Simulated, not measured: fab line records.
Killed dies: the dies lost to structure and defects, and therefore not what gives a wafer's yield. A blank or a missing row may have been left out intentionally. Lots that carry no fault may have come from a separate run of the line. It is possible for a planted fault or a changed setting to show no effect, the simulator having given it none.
Which tool was responsible? | flow gf180mcu | 7 lots with 21 wafers sampled at 2 steps, on a route of 602 steps

WHAT THE GAUGES READ, wafer by wafer
GF_V4_THK_MEAS_25: measures by xrf.
lot  | measured     | on           | V4_W_THK (nm)
L643 | day 24 21:19 | filmMetro-03 | 354 355 351
L646 | day 25 11:13 | filmMetro-01 | 360 355 362
L647 | day 26 18:42 | filmMetro-02 | 357 359 362
L654 | day 28 05:42 | filmMetro-03 | 354 344 352
L656 | day 28 23:06 | filmMetro-02 | 358 360 362
L664 | day 31 06:37 | filmMetro-01 | 356 357 353
L665 | day 31 11:45 | filmMetro-01 | 347 349 350

EACH LOT AND THE TOOL THAT RAN IT (in order: tool; ch and the chambers of the sampled wafers; start)
lot  | GF_HV_LDD_ETCHBACK_58
L643 | rieDiel-03 ch 0,1,3, day 13 01:54
L646 | rieDiel-04 ch 0,2,3, day 13 15:17
L647 | rieDiel-03 ch 0,2,3, day 14 17:32
L654 | rieDiel-03 ch 0,1,2, day 16 10:27
L656 | rieDiel-04 ch 1,2,3, day 17 07:29
L664 | rieDiel-04 ch 0,1,2, day 20 00:18
L665 | rieDiel-04 ch 0,1, day 20 13:27
- GF_HV_LDD_ETCHBACK_58: etches Si3N4 in CH3F/O2, stops on SiO2, time 100 s, target depth 90 nm.

THE ANSWER, worked out from the rows above alone
Rule: what is usual is taken from the lots themselves. Put in order of their means at a reading, lots are off if they are a third of the lots or fewer, leave a main group of 4 or more, and stand apart from it by a gap of 3 or more times the standard deviation of the main group's means; of several such gaps the widest counts. The tables above print the reading to a certain number of digits; a main group whose means all agree to those digits is not used. A lot without any number at a reading at which 4 lots or more have one is off too. Any other lot the step has rows for is counted as sound.
No lot is off at any reading shown: from this, nothing can be told.

WHAT WAS PUT IN BY THE SIMULATOR
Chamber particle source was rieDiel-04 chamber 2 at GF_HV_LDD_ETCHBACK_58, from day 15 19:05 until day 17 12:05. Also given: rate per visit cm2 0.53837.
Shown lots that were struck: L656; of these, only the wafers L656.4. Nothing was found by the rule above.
